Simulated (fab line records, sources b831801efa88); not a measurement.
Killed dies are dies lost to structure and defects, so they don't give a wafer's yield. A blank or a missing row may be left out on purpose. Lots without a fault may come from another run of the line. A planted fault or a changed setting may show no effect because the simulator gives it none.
fab line records | flow sky130
record lots=12 wafers=36 last_day=50
route steps=708 shown VIA2@520 METAL3@533 CAPM@537 PAD_OPEN@708
lots that met no fault: from a run of the same line without faults
start_h: hours from the record's first day to the start of the lot's first wafer shown | wait_h: hours since the lot's step before | " the same as in the row above | L1.1+2: a row that stands for several wafers | - no value, or no start given | * or withheld: withheld | < > ~ a bound
route shown NAME@n: a module of which the file shows steps, and the number in the route of the first | usual: mean/standard deviation of fault-free wafers | same: alike in all rows | chamber/n: place in a boat | sites: the reading at each site | _std_site: their standard deviation | _edge_site: outer sites' mean less inner sites' | radius_mm: how far each site lies from the wafer's centre | mask NAME#n: copy n | behind: the tool/chamber that last shaped the wafer | hold: why the lot was held/for how many hours/how that ended | device: the transistor (n, p or np) that didn't switch | end of line: the same wafers' tests at the end of the route | a step without rows: its recipe alone | killed: dies lost to structure and defects at the first sort, not the wafer's yield | map: a wafer's dies, x killed, . not, _ none there
set.NAME: the setting as run; set.NAME@STEP: as run at that earlier step | model.NAME: the simulator's own value behind a step, which no gauge read
steps of the route over a sample of lots; a table a step, a row a wafer
services: from which hour (start_h, from the record's first day; less than 0 if before it) a tool's chamber was out of use, for how many hours, and why
## steps
# step SKY_VIA2_OVL_MEAS_13
# usual VIA2_OVL=-2/5.5
# columns lot.wafer tool chamber start_h wait_h VIA2_OVL[nm]
L216.1 overlay-02 - 856.38 0.1 -9
L216.2 " - " " -12
L216.4 " - " " -1
L217.2 overlay-01 - 858.73 0.1 0
L217.3 " - " " 7
L217.4 " - " " -2
L219.1 overlay-02 - 878.00 0.1 3
L219.5 " - " " -7
L219.6 " - " " -4
L220.4 overlay-01 - 884.62 0.1 -4
L220.5 " - " " 1
L220.6 " - " " 1
L221.1 overlay-01 - 889.80 0.1 -3
L221.2 " - " " -2
L221.5 " - " " -5
L224.4 overlay-02 - 920.47 0.1 0
L224.5 " - " " -2
L224.6 " - " " -8
L225.2 overlay-01 - 920.53 0.1 -2
L225.4 " - " " -6
L225.6 " - " " -8
L226.2 overlay-02 - 931.54 0.1 8
L226.5 " - " " 1
L226.6 " - " " 8
L227.2 overlay-01 - 936.19 0.1 6
L227.4 " - " " 2
L227.6 " - " " 1
L235.1 overlay-02 - 983.90 0.1 -3
L235.4 " - " " 5
L235.6 " - " " -6
L236.1 overlay-01 - 996.69 0.1 -1
L236.2 " - " " -9
L236.5 " - " " 3
L237.2 overlay-02 - 1004.83 0.1 -6
L237.4 " - " " -1
L237.5 " - " " -3
# step SKY_METAL3_SPUTTER_01
# recipe material=TiN target_thk_nm=20 power_w=6500 time_s=16.7 chamber_pressure_pa=0.4
# usual throttle_valve_pct=29.8/1.1
# columns lot.wafer tool chamber start_h wait_h throttle_valve_pct
L216.1 pvd_sputter-02 - 857.82 0.0 27.6
L216.2 " - " " 30.4
L216.4 " - " " 30.5
L217.2 pvd_sputter-03 - 860.45 0.0 30.3
L217.3 " - " " 30.0
L217.4 " - " " 30.8
L219.1 pvd_sputter-04 - 879.47 0.0 29.9
L219.5 " - " " 27.6
L219.6 " - " " 30.0
L220.4 pvd_sputter-02 - 886.04 0.0 30.5
L220.5 " - " " 27.6
L220.6 " - " " 30.5
L221.1 pvd_sputter-02 - 891.23 0.0 29.1
L221.2 " - " " 30.5
L221.5 " - " " 29.1
L224.4 pvd_sputter-02 - 921.88 0.0 29.1
L224.5 " - " " 30.5
L224.6 " - " " 29.1
L225.2 pvd_sputter-03 - 921.96 0.0 30.7
L225.4 " - " " 30.2
L225.6 " - " " 30.0
L226.2 pvd_sputter-03 - 932.97 0.0 30.2
L226.5 " - " " 30.4
L226.6 " - " " 30.6
L227.2 pvd_sputter-03 - 937.87 0.0 30.4
L227.4 " - " " 30.5
L227.6 " - " " 30.0
L235.1 pvd_sputter-02 - 985.38 0.0 30.3
L235.4 " - " " 29.0
L235.6 " - " " 28.9
L236.1 pvd_sputter-03 - 998.11 0.0 30.7
L236.2 " - " " 30.5
L236.5 " - " " 30.6
L237.2 pvd_sputter-03 - 1006.26 0.0 30.2
L237.4 " - " " 30.3
L237.5 " - " " 30.7
# step SKY_CAPM_CVD_00
# recipe material=SiO2 target_thk_nm=15.5 temp_c=400 time_s=withheld rf_w=450
# usual heater_power_w=769/94
# columns lot.wafer tool chamber start_h wait_h heater_power_w
L216.1 pecvd-04 1 857.95 0.0 863
L216.2 " 2 " " 776
L216.4 " 1 " " 858
L217.2 pecvd-03 1 860.58 0.0 701
L217.3 " 0 " " 733
L217.4 " 1 " " 691
L219.1 pecvd-02 2 879.60 0.0 592
L219.5 " 2 " " 610
L219.6 " 1 " " 769
L220.4 pecvd-02 1 886.18 0.0 792
L220.5 " 2 " " 554
L220.6 " 0 " " 771
L221.1 pecvd-04 2 891.36 0.0 837
L221.2 " 0 " " 843
L221.5 " 2 " " 843
L224.4 pecvd-02 1 922.03 0.0 792
L224.5 " 2 " " 604
L224.6 " 0 " " 864
L225.2 pecvd-03 2 922.09 0.0 849
L225.4 " 1 " " 664
L225.6 " 2 " " 864
L226.2 pecvd-03 2 933.10 0.0 858
L226.5 " 2 " " 880
L226.6 " 1 " " 634
L227.2 pecvd-03 2 938.00 0.0 899
L227.4 " 0 " " 641
L227.6 " 1 " " 676
L235.1 pecvd-03 1 985.51 0.0 603
L235.4 " 1 " " 606
L235.6 " 2 " " 791
L236.1 pecvd-03 2 998.25 0.0 888
L236.2 " 0 " " 682
L236.5 " 1 " " 738
L237.2 pecvd-04 0 1006.39 0.0 769
L237.4 " 2 " " 827
L237.5 " 0 " " 805
# step SKY_CAPM_THK_MEAS_01
# recipe reads=SiO2_of_CAPM_CVD_00
# usual CAPM_CVD_00_THK=15.46/0.22
# columns lot.wafer tool chamber start_h wait_h hold CAPM_CVD_00_THK[nm]
L216.1 film_metro-04 - 857.97 - - 15.14
L216.2 " - " " - 15.41
L216.4 " - " " - 15.39
L217.2 film_metro-04 - 860.61 - - 15.38
L217.3 " - " " - 15.41
L217.4 " - " " - 15.83
L219.1 film_metro-03 - 879.62 - - 15.16
L219.5 " - " " - 15.60
L219.6 " - " " - 15.35
L220.4 film_metro-03 - 886.22 - - 15.72
L220.5 " - " " - 15.65
L220.6 " - " " - 15.54
L221.1 film_metro-02 - 891.38 - - 15.17
L221.2 " - " " - 15.29
L221.5 " - " " - 15.68
L224.4 film_metro-04 - 922.07 - - 15.47
L224.5 " - " " - 15.94
L224.6 " - " " - 15.63
L225.2 film_metro-02 - 922.12 - - 15.08
L225.4 " - " " - 15.21
L225.6 " - " " - 15.43
L226.2 film_metro-04 - 933.13 - - 15.21
L226.5 " - " " - 15.25
L226.6 " - " " - 15.57
L227.2 film_metro-02 - 938.03 - - 15.44
L227.4 " - " " - 15.56
L227.6 " - " " - 15.55
L235.1 film_metro-04 - 985.54 - await_dispo/0.2h/release 26.59
L235.4 " - " " await_dispo/0.2h/release 27.00
L235.6 " - " " await_dispo/0.2h/release 15.50
L235.1 film_metro-04 - 985.77 0.2 - 26.52
L235.4 " - " " - 26.97
L235.6 " - " " - 15.45
L236.1 film_metro-03 - 998.27 - await_dispo/0.2h/release 15.18
L236.2 " - " " await_dispo/0.2h/release 15.18
L236.5 " - " " await_dispo/0.2h/release 27.18
L236.1 film_metro-03 - 998.49 0.2 - 15.19
L236.2 " - " " - 15.24
L236.5 " - " " - 27.19
L237.2 film_metro-03 - 1006.43 - - 15.16
L237.4 " - " " - 15.21
L237.5 " - " " - 15.24
# step SKY_CAPM_THK_MEAS_04
# recipe thk_meas_gauge=xrf reads=TiN_of_CAPM_SPUTTER_02
# usual CAPM_TIN_THK=196.0/2.7
# columns lot.wafer tool chamber start_h wait_h CAPM_TIN_THK[nm]
L216.1 film_metro-04 - 858.26 0.1 200.8
L216.2 " - " " 200.9
L216.4 " - " " 197.3
L217.2 film_metro-02 - 860.90 0.1 194.1
L217.3 " - " " 197.3
L217.4 " - " " 194.7
L219.1 film_metro-03 - 879.91 0.1 194.3
L219.5 " - " " 194.1
L219.6 " - " " 193.9
L220.4 film_metro-02 - 886.51 0.1 194.4
L220.5 " - " " 194.3
L220.6 " - " " 193.5
L221.1 film_metro-03 - 891.67 0.1 195.7
L221.2 " - " " 197.1
L221.5 " - " " 197.0
L224.4 film_metro-03 - 922.36 0.1 193.3
L224.5 " - " " 195.3
L224.6 " - " " 194.6
L225.2 film_metro-04 - 922.41 0.1 200.3
L225.4 " - " " 199.0
L225.6 " - " " 197.5
L226.2 film_metro-02 - 933.42 0.1 193.3
L226.5 " - " " 194.1
L226.6 " - " " 195.5
L227.2 film_metro-02 - 938.32 0.1 197.8
L227.4 " - " " 196.6
L227.6 " - " " 196.9
L235.1 film_metro-03 - 987.55 0.1 193.3
L235.4 " - " " 193.8
L235.6 " - " " 194.3
L237.2 film_metro-02 - 1006.72 0.1 196.2
L237.4 " - " " 195.6
L237.5 " - " " 194.5
L236.1 film_metro-02 - 1008.92 0.1 199.1
L236.2 " - " " 198.3
L236.5 " - " " 198.4
# step SKY_METAL3_ETCH_17
# recipe target=SiO2 stop_on=TiN chemistry=C4F8/O2/Ar source_w=1500 bias_w=1200 pressure_mtorr=40 c4f8_flow_sccm=withheld O2_flow_sccm=6 Ar_flow_sccm=300 time_s=3.9 target_depth_a=150
# usual oes_product_au=0.754/0.0069
# columns lot.wafer tool chamber start_h wait_h oes_product_au rf_hours_counter_h
L216.1 rie_diel-04 3 910.67 0.1 0.751 22
L216.2 " 0 " " 0.746 6
L216.4 " 1 " " 0.752 3
L217.2 rie_diel-04 0 913.42 0.1 0.757 6
L217.3 " 1 " " 0.759 3
L217.4 " 2 " " 0.763 10
L219.1 rie_diel-04 3 930.44 0.1 0.749 22
L219.5 " 0 " " 0.756 -
L219.6 " 1 " " 0.752 -
L220.4 rie_diel-02 3 937.63 0.0 0.758 -
L220.5 " 1 " " 0.756 -
L220.6 " 0 " " 0.758 -
L221.1 rie_diel-01 1 941.69 0.1 0.747 11
L221.2 " 0 " " 0.744 16
L221.5 " 0 " " 0.764 -
L224.4 rie_diel-02 3 971.73 0.0 0.753 -
L224.5 " 2 " " 0.765 -
L224.6 " 0 " " 0.755 -
L225.2 rie_diel-01 2 971.99 0.1 0.756 13
L225.4 " 0 " " 0.747 -
L225.6 " 2 " " 0.757 -
L226.2 rie_diel-04 0 982.47 0.1 0.747 8
L226.5 " 0 " " 0.741 -
L226.6 " 1 " " 0.755 -
L227.2 rie_diel-01 2 985.87 0.1 0.754 14
L227.4 " 0 " " 0.758 17
L227.6 " 3 " " 0.757 -
L235.1 rie_diel-02 1 1033.14 0.1 1.006 12
L235.4 " 2 " " 1.011 2
L235.6 " 2 " " 0.754 -
L236.1 rie_diel-02 0 1045.67 0.1 0.742 6
L236.2 " 3 " " 0.744 17
L236.5 " 1 " " 1.007 -
L237.2 rie_diel-04 1 1053.79 0.1 0.739 8
L237.4 " 0 " " 0.752 11
L237.5 " 1 " " 0.754 -
# step SKY_PAD_OPEN_PROBE_99
# usual defect_limited_yield=82.7/2 killed_at_M0_to_M3=42/6.8 killed_at_M4_up=3.2/1.8 killed_at_contacts=25/5.4 killed_at_front_end=15/4.5 killed_at_other=0.3/0.56 killed_dies=85/9.7 killed_open=46/7.1 killed_short=39/6.5
# same gross_dies=492 killed_at_back_side=0
# columns lot.wafer tool chamber start_h wait_h defect_limited_yield[%] killed_at_M0_to_M3 killed_at_M4_up killed_at_contacts killed_at_front_end killed_at_other killed_dies killed_open killed_short
L216.1 prober-02 - 1084.68 0.1 86.8 40 2 11 12 0 65 35 30
L216.2 prober-02 - 1084.73 0.1 85.8 43 2 17 7 1 70 40 30
L216.4 prober-02 - 1084.83 0.2 84.8 42 5 17 11 0 75 37 38
L217.2 prober-01 - 1086.53 0.1 82.5 46 3 22 14 1 86 43 43
L217.3 prober-01 - 1086.58 0.2 82.7 42 4 27 12 0 85 33 52
L217.4 prober-01 - 1086.63 0.2 82.3 37 5 22 23 0 87 47 40
L219.1 prober-01 - 1098.78 0.1 82.7 34 8 22 21 0 85 41 44
L219.5 prober-01 - 1098.98 0.2 86.8 28 2 20 15 0 65 31 33
L219.6 prober-01 - 1099.03 0.2 82.3 54 2 18 13 0 87 42 45
L220.4 prober-02 - 1107.34 0.2 81.3 36 6 27 23 0 92 47 44
L220.5 prober-02 - 1107.39 0.2 83.5 30 4 34 12 1 81 48 33
L220.6 prober-02 - 1107.44 0.2 83.1 38 0 24 20 1 83 50 33
L221.1 prober-01 - 1109.32 0.1 85.0 43 1 22 8 0 74 40 34
L221.2 prober-01 - 1109.37 0.1 85.0 31 4 24 14 1 74 42 32
L221.5 prober-01 - 1109.52 0.2 84.3 48 3 20 6 0 77 44 33
L224.4 prober-02 - 1134.84 0.2 83.7 37 5 27 11 0 80 47 33
L224.5 prober-02 - 1134.89 0.2 84.1 29 4 26 18 1 78 45 33
L224.6 prober-02 - 1134.94 0.2 78.0 55 2 32 18 1 108 60 48
L225.2 prober-01 - 1135.58 0.1 81.3 51 6 20 15 0 92 57 35
L225.4 prober-01 - 1135.68 0.2 83.7 40 3 27 9 1 80 44 36
L225.6 prober-01 - 1135.78 0.2 81.3 39 5 24 23 1 92 40 52
L226.2 prober-02 - 1141.94 0.1 84.1 36 4 25 12 1 78 48 30
L226.5 prober-02 - 1142.09 0.2 80.7 48 7 21 19 0 95 47 48
L226.6 prober-02 - 1142.14 0.2 84.6 38 1 24 13 0 76 45 31
L227.2 prober-01 - 1143.14 0.1 81.1 37 3 36 17 0 93 59 34
L227.4 prober-01 - 1143.24 0.2 83.7 29 3 31 17 0 80 39 41
L227.6 prober-01 - 1143.34 0.2 83.1 41 2 22 18 0 83 45 38
L235.1 prober-01 - 1181.42 0.1 82.7 42 1 25 17 0 85 49 36
L235.4 prober-01 - 1181.57 0.2 87.0 28 3 23 9 1 64 39 25
L235.6 prober-01 - 1181.67 0.2 86.6 32 2 21 11 0 66 27 39
L236.1 prober-02 - 1190.62 0.1 85.6 38 2 21 10 0 71 40 31
L236.2 prober-02 - 1190.67 0.1 81.5 47 2 29 12 1 91 35 56
L236.5 prober-02 - 1190.82 0.2 82.7 40 6 15 22 2 85 45 40
L237.2 prober-02 - 1198.09 0.1 81.1 34 3 30 26 0 93 50 43
L237.4 prober-02 - 1198.19 0.2 82.7 44 0 28 13 0 85 51 34
L237.5 prober-02 - 1198.24 0.2 82.1 42 1 27 18 0 88 46 42
# killed by level:class
L216.1 VIA3:geometric_particle:open=10 VIA1:geometric_particle:open=9 METAL1:geometric_particle:short=8 FIELD_ISO:geometric_particle:short=6 LI_CONTACT:geometric_particle:open=5 VIA2:geometric_particle:open=4 POLY_GATE:geometric_particle:short=3 CONTACT:geometric_particle:open=3
L216.2 VIA1:geometric_particle:open=8 VIA2:geometric_particle:open=7 VIA1:geometric_particle:short=6 CONTACT:geometric_particle:open=5 CONTACT:geometric_particle:short=5 VIA3:geometric_particle:open=5 LI_CONTACT:geometric_particle:open=4 VIA3:geometric_particle:short=4
L216.4 VIA1:geometric_particle:open=8 VIA2:geometric_particle:open=6 CONTACT:geometric_particle:open=5 METAL2:geometric_particle:short=5 VIA3:geometric_particle:open=5 LI_CONTACT:geometric_particle:open=4 LOCAL_INTERCONNECT:geometric_particle:short=4 METAL1:geometric_particle:short=4
L217.2 CONTACT:geometric_particle:open=10 METAL1:geometric_particle:short=8 VIA1:geometric_particle:open=8 METAL2:geometric_particle:short=8 VIA3:geometric_particle:open=7 LOCAL_INTERCONNECT:geometric_particle:short=4 VIA2:geometric_particle:short=4 FIELD_ISO:geometric_particle:open=3
L217.3 LI_CONTACT:geometric_particle:open=8 METAL2:geometric_particle:short=8 METAL3:geometric_particle:short=7 LI_CONTACT:geometric_particle:short=5 CONTACT:geometric_particle:open=5 CONTACT:geometric_particle:short=5 VIA2:geometric_particle:open=5 LOCAL_INTERCONNECT:geometric_particle:short=4
L217.4 POLY_GATE:geometric_particle:short=7 CONTACT:geometric_particle:open=7 CONTACT:geometric_particle:short=7 LI_CONTACT:geometric_particle:open=6 VIA1:geometric_particle:open=6 METAL2:geometric_particle:open=6 VIA3:geometric_particle:open=6 FIELD_ISO:geometric_particle:open=5
L219.1 FIELD_ISO:geometric_particle:open=11 LI_CONTACT:geometric_particle:open=6 VIA1:geometric_particle:open=6 CONTACT:geometric_particle:open=5 METAL1:geometric_particle:short=5 METAL4:geometric_particle:short=5 VIA2:geometric_particle:open=5 FIELD_ISO:geometric_particle:short=4
L219.5 VIA1:geometric_particle:open=10 CONTACT:geometric_particle:open=7 METAL2:geometric_particle:short=6 LOCAL_INTERCONNECT:geometric_particle:short=5 FIELD_ISO:geometric_particle:open=4 POLY_GATE:geometric_particle:open=3 LI_CONTACT:geometric_particle:short=3 CONTACT:geometric_particle:short=3
L219.6 METAL2:geometric_particle:short=10 VIA2:geometric_particle:open=9 VIA3:geometric_particle:open=9 VIA1:geometric_particle:open=8 FIELD_ISO:geometric_particle:short=5 LI_CONTACT:geometric_particle:open=5 CONTACT:geometric_particle:short=5 METAL3:geometric_particle:short=4
L220.4 LI_CONTACT:geometric_particle:open=11 CONTACT:geometric_particle:open=9 METAL2:geometric_particle:short=6 VIA1:geometric_particle:open=6 VIA2:geometric_particle:open=6 FIELD_ISO:geometric_particle:short=5 POLY_GATE:geometric_particle:short=5 METAL3:geometric_particle:short=5
L220.5 LI_CONTACT:geometric_particle:open=18 VIA1:geometric_particle:open=8 LOCAL_INTERCONNECT:geometric_particle:short=6 CONTACT:geometric_particle:open=6 FIELD_ISO:geometric_particle:open=5 METAL1:geometric_particle:short=5 POLY_GATE:geometric_particle:short=4 VIA1:geometric_particle:short=4
L220.6 CONTACT:geometric_particle:short=9 FIELD_ISO:geometric_particle:open=7 VIA1:geometric_particle:open=7 VIA3:geometric_particle:open=7 VIA2:geometric_particle:open=6 CONTACT:geometric_particle:open=5 LI_CONTACT:geometric_particle:open=5 METAL2:geometric_particle:short=5
L221.1 VIA3:geometric_particle:open=14 VIA1:geometric_particle:open=10 CONTACT:geometric_particle:open=8 CONTACT:geometric_particle:short=6 LI_CONTACT:geometric_particle:open=6 VIA2:geometric_particle:short=6 POLY_GATE:geometric_particle:short=5 METAL2:geometric_particle:short=5
L221.2 CONTACT:geometric_particle:open=13 LI_CONTACT:geometric_particle:open=6 VIA1:geometric_particle:short=6 POLY_GATE:geometric_particle:short=5 VIA1:geometric_particle:open=5 FIELD_ISO:geometric_particle:open=4 VIA2:geometric_particle:open=4 VIA3:geometric_particle:open=4
L221.5 VIA1:geometric_particle:open=9 METAL2:geometric_particle:short=8 VIA3:geometric_particle:open=8 CONTACT:geometric_particle:open=7 LI_CONTACT:geometric_particle:open=5 METAL1:geometric_particle:short=5 VIA2:geometric_particle:short=4 VIA2:geometric_particle:open=4
L224.4 CONTACT:geometric_particle:open=11 VIA1:geometric_particle:open=11 LI_CONTACT:geometric_particle:open=10 VIA1:geometric_particle:short=8 POLY_GATE:geometric_particle:open=4 METAL3:geometric_particle:short=4 METAL1:geometric_particle:short=3 VIA2:geometric_particle:short=3
L224.5 CONTACT:geometric_particle:open=12 POLY_GATE:geometric_particle:open=8 VIA1:geometric_particle:open=7 FIELD_ISO:geometric_particle:short=6 LI_CONTACT:geometric_particle:open=5 CONTACT:geometric_particle:short=4 VIA2:geometric_particle:short=4 VIA2:geometric_particle:open=4
L224.6 CONTACT:geometric_particle:open=15 VIA1:geometric_particle:open=12 LI_CONTACT:geometric_particle:open=8 METAL1:geometric_particle:short=8 VIA2:geometric_particle:open=7 METAL2:geometric_particle:short=5 POLY_GATE:geometric_particle:open=5 POLY_GATE:geometric_particle:short=5
L225.2 VIA1:geometric_particle:open=13 VIA3:geometric_particle:open=11 LI_CONTACT:geometric_particle:open=8 METAL2:geometric_particle:short=6 CONTACT:geometric_particle:open=5 VIA2:geometric_particle:open=5 FIELD_ISO:geometric_particle:open=4 POLY_GATE:geometric_particle:short=4
L225.4 VIA1:geometric_particle:open=10 LI_CONTACT:geometric_particle:open=8 CONTACT:geometric_particle:open=8 VIA3:geometric_particle:open=7 METAL2:geometric_particle:short=7 VIA2:geometric_particle:open=6 LOCAL_INTERCONNECT:geometric_particle:short=4 CONTACT:geometric_particle:short=4
L225.6 POLY_GATE:geometric_particle:short=7 LI_CONTACT:geometric_particle:open=7 VIA3:geometric_particle:open=7 METAL2:geometric_particle:short=6 FIELD_ISO:geometric_particle:short=5 CONTACT:geometric_particle:open=5 VIA1:geometric_particle:short=5 FIELD_ISO:geometric_particle:open=4
L226.2 VIA1:geometric_particle:open=13 CONTACT:geometric_particle:open=10 VIA2:geometric_particle:open=8 LI_CONTACT:geometric_particle:open=5 LOCAL_INTERCONNECT:geometric_particle:short=5 VIA2:geometric_particle:short=4 CONTACT:geometric_particle:short=4 POLY_GATE:geometric_particle:short=3
L226.5 VIA1:geometric_particle:open=15 CONTACT:geometric_particle:open=7 POLY_GATE:geometric_particle:open=6 METAL2:geometric_particle:short=6 FIELD_ISO:geometric_particle:short=5 VIA1:geometric_particle:short=5 VIA3:geometric_particle:short=5 METAL4:geometric_particle:short=5
L226.6 CONTACT:geometric_particle:open=11 VIA3:geometric_particle:open=10 VIA2:geometric_particle:open=8 VIA1:geometric_particle:open=6 CONTACT:geometric_particle:short=5 POLY_GATE:geometric_particle:open=4 LI_CONTACT:geometric_particle:open=4 LOCAL_INTERCONNECT:geometric_particle:short=4
L227.2 CONTACT:geometric_particle:open=16 LI_CONTACT:geometric_particle:open=10 VIA3:geometric_particle:open=10 VIA1:geometric_particle:open=7 POLY_GATE:geometric_particle:short=6 POLY_GATE:geometric_particle:open=5 METAL1:geometric_particle:short=5 LOCAL_INTERCONNECT:geometric_particle:short=5
L227.4 CONTACT:geometric_particle:open=9 LI_CONTACT:geometric_particle:open=7 CONTACT:geometric_particle:short=7 LOCAL_INTERCONNECT:geometric_particle:short=6 VIA3:geometric_particle:open=6 VIA1:geometric_particle:open=5 FIELD_ISO:geometric_particle:short=4 METAL1:geometric_particle:short=4
L227.6 VIA3:geometric_particle:open=11 CONTACT:geometric_particle:open=10 FIELD_ISO:geometric_particle:short=6 VIA2:geometric_particle:open=6 METAL3:geometric_particle:short=6 FIELD_ISO:geometric_particle:open=5 METAL1:geometric_particle:short=5 VIA1:geometric_particle:open=4
L235.1 CONTACT:geometric_particle:open=12 VIA1:geometric_particle:open=12 LI_CONTACT:geometric_particle:open=7 FIELD_ISO:geometric_particle:short=6 VIA3:geometric_particle:open=6 METAL2:geometric_particle:short=6 VIA1:geometric_particle:short=5 VIA2:geometric_particle:open=5
L235.4 CONTACT:geometric_particle:open=8 VIA1:geometric_particle:open=7 LI_CONTACT:geometric_particle:open=6 LI_CONTACT:geometric_particle:short=4 METAL1:geometric_particle:short=4 VIA2:geometric_particle:open=4 LOCAL_INTERCONNECT:geometric_particle:short=3 METAL2:geometric_particle:short=3
L235.6 METAL1:geometric_particle:short=10 CONTACT:geometric_particle:open=9 LI_CONTACT:geometric_particle:open=5 VIA1:geometric_particle:open=5 VIA2:geometric_particle:short=4 POLY_CUT:geometric_particle:short=3 METAL2:geometric_particle:short=3 LOCAL_INTERCONNECT:geometric_particle:short=3
L236.1 VIA1:geometric_particle:open=10 METAL1:geometric_particle:short=10 FIELD_ISO:geometric_particle:open=7 LI_CONTACT:geometric_particle:open=7 CONTACT:geometric_particle:open=7 VIA3:geometric_particle:open=5 VIA1:geometric_particle:short=4 METAL2:geometric_particle:short=3
L236.2 LI_CONTACT:geometric_particle:open=8 VIA3:geometric_particle:short=8 METAL2:geometric_particle:short=7 CONTACT:geometric_particle:open=7 CONTACT:geometric_particle:short=6 VIA1:geometric_particle:short=6 LOCAL_INTERCONNECT:geometric_particle:short=5 METAL1:geometric_particle:short=5
L236.5 POLY_GATE:geometric_particle:open=9 VIA3:geometric_particle:open=9 VIA1:geometric_particle:open=7 VIA1:geometric_particle:short=7 CONTACT:geometric_particle:open=6 FIELD_ISO:geometric_particle:open=5 METAL1:geometric_particle:short=5 METAL4:geometric_particle:short=5
L237.2 FIELD_ISO:geometric_particle:short=10 VIA1:geometric_particle:open=9 CONTACT:geometric_particle:open=9 LI_CONTACT:geometric_particle:open=7 FIELD_ISO:geometric_particle:open=6 METAL2:geometric_particle:short=6 CONTACT:geometric_particle:short=5 VIA3:geometric_particle:open=5
L237.4 VIA1:geometric_particle:open=13 LI_CONTACT:geometric_particle:open=12 VIA2:geometric_particle:open=7 LOCAL_INTERCONNECT:geometric_particle:short=6 CONTACT:geometric_particle:open=6 FIELD_ISO:geometric_particle:short=5 VIA3:geometric_particle:open=5 FIELD_ISO:geometric_particle:open=4
L237.5 VIA1:geometric_particle:open=12 FIELD_ISO:geometric_particle:open=7 LI_CONTACT:geometric_particle:open=7 LI_CONTACT:geometric_particle:short=6 METAL2:geometric_particle:short=5 LOCAL_INTERCONNECT:geometric_particle:short=5 CONTACT:geometric_particle:open=5 METAL1:geometric_particle:short=5
## services
# columns tool chamber start_h hours kind
rie_diel-02 1 837.53 7.4 repair
pecvd-04 - 840.27 0.8 repair
pvd_sputter-02 - 891.58 9.5 repair
pecvd-02 1 893.61 4.0 repair
pvd_sputter-03 - 918.92 2.0 repair
pvd_sputter-04 - 918.99 4.4 repair
rie_diel-02 2 935.33 3.2 repair
pecvd-02 - 945.27 2.8 pm
pecvd-04 0 946.42 11.2 repair
pvd_sputter-04 - 958.79 6.9 repair
rie_diel-02 1 963.45 19.8 repair
pecvd-03 0 967.13 29.9 repair
pecvd-04 - 970.69 28.1 pm
rie_diel-01 3 970.75 6.0 repair
pecvd-03 1 971.42 5.6 repair
pecvd-02 2 980.54 16.8 repair
pecvd-03 - 981.08 1.8 repair
rie_diel-01 - 987.91 2.8 pm
rie_diel-04 - 990.30 0.2 repair
pecvd-02 - 991.77 0.7 repair
pecvd-02 1 1018.74 10.4 repair
rie_diel-04 0 1019.98 5.1 repair
pvd_sputter-02 - 1024.18 5.1 repair
rie_diel-01 0 1053.17 3.2 repair
## key
first_sign step=SKY_CAPM_THK_MEAS_01 reading=visit direction=added
effect step=SKY_CAPM_THK_MEAS_01 reading=CAPM_CVD_00_THK direction=up sigmas=53 usual=15.46 struck=26.92
effect step=SKY_METAL3_ETCH_17 reading=oes_product_au direction=up sigmas=37 usual=0.754 struck=1.008
met_at SKY_CAPM_CVD_00
struck_lots L235,L236
struck_wafers L235.1,L235.4,L236.5
not_acting_at SKY_VIA2_OVL_MEAS_13,SKY_METAL3_SPUTTER_01,SKY_CAPM_THK_MEAS_04
onset_between 938.00 985.51
fault kind=process_parameter_drift tool=pecvd-03 chamber=1 onset_h=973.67 steps=SKY_CAPM_CVD_00 channel=target_thk_nm offset=11.473 shape=step end_h=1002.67 acts_in=these_recipes_only stated=15.5
